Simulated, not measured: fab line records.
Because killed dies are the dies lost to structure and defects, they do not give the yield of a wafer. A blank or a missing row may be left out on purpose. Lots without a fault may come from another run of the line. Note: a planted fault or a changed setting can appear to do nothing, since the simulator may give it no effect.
Which of the tools did it? || flow sky130 || 12 lots, 36 wafers sampled, at 1 step of a route of 708

== WHAT EACH GAUGE READ, for each wafer ==
SKY_LOCAL_INTERCONNECT_RS_MEAS_01: a four-point-probe measurement.
{"lot": "L075", "measured": "day 29 06:29", "on": "film_metro-03", "LOCAL_INTERCONNECT_TIN_RS (ohm/sq)": "13.82 13.68 13.82"}
{"lot": "L077", "measured": "day 30 03:18", "on": "film_metro-01", "LOCAL_INTERCONNECT_TIN_RS (ohm/sq)": "14.13 13.91 14.14"}
{"lot": "L079", "measured": "day 31 04:44", "on": "film_metro-01", "LOCAL_INTERCONNECT_TIN_RS (ohm/sq)": "13.62 13.76 13.62"}
{"lot": "L081", "measured": "day 31 14:27", "on": "film_metro-01", "LOCAL_INTERCONNECT_TIN_RS (ohm/sq)": "14.54 14.12 14.31"}
{"lot": "L083", "measured": "day 32 16:17", "on": "film_metro-04", "LOCAL_INTERCONNECT_TIN_RS (ohm/sq)": "14.12 14.05 14.06"}
{"lot": "L084", "measured": "day 33 02:14", "on": "film_metro-04", "LOCAL_INTERCONNECT_TIN_RS (ohm/sq)": "13.91 14.04 13.84"}
{"lot": "L087", "measured": "day 33 18:15", "on": "film_metro-03", "LOCAL_INTERCONNECT_TIN_RS (ohm/sq)": "13.98 14.50 14.12"}
{"lot": "L089", "measured": "day 34 11:47", "on": "film_metro-04", "LOCAL_INTERCONNECT_TIN_RS (ohm/sq)": "14.34 14.08 14.31"}
{"lot": "L091", "measured": "day 34 23:22", "on": "film_metro-03", "LOCAL_INTERCONNECT_TIN_RS (ohm/sq)": "14.15 14.49 14.05"}
{"lot": "L093", "measured": "day 35 08:53", "on": "film_metro-01", "LOCAL_INTERCONNECT_TIN_RS (ohm/sq)": "14.28 14.12 13.96"}
{"lot": "L095", "measured": "day 35 18:04", "on": "film_metro-04", "LOCAL_INTERCONNECT_TIN_RS (ohm/sq)": "14.05 13.76 13.97"}
{"lot": "L097", "measured": "day 36 22:43", "on": "film_metro-03", "LOCAL_INTERCONNECT_TIN_RS (ohm/sq)": "14.04 14.13 14.05"}

== TOOL THAT RAN EACH LOT (tool first, then ch and the chambers of the sampled wafers, then the start) ==
There is no process step in the record ahead of these readings.

== THE ANSWER, worked out from the rows above alone ==
Rule: usual is defined by the lots themselves. The widest of any qualifying gaps counts: lots, ordered by their means at a reading, are off when they make up no more than a third of the lots, leave a main group of 4 or more, and stand apart from it by 3 or more times the standard deviation of that group's means. Not used: any main group whose means are identical at the precision the tables above print for the reading. A lot without any number at a reading at which 4 lots or more have one is off too. Any other lot the step has rows for is counted as sound.
Across all readings shown, no lot is off: no conclusion can be drawn from this.

== WHAT THE SIMULATOR HAD PUT IN ==
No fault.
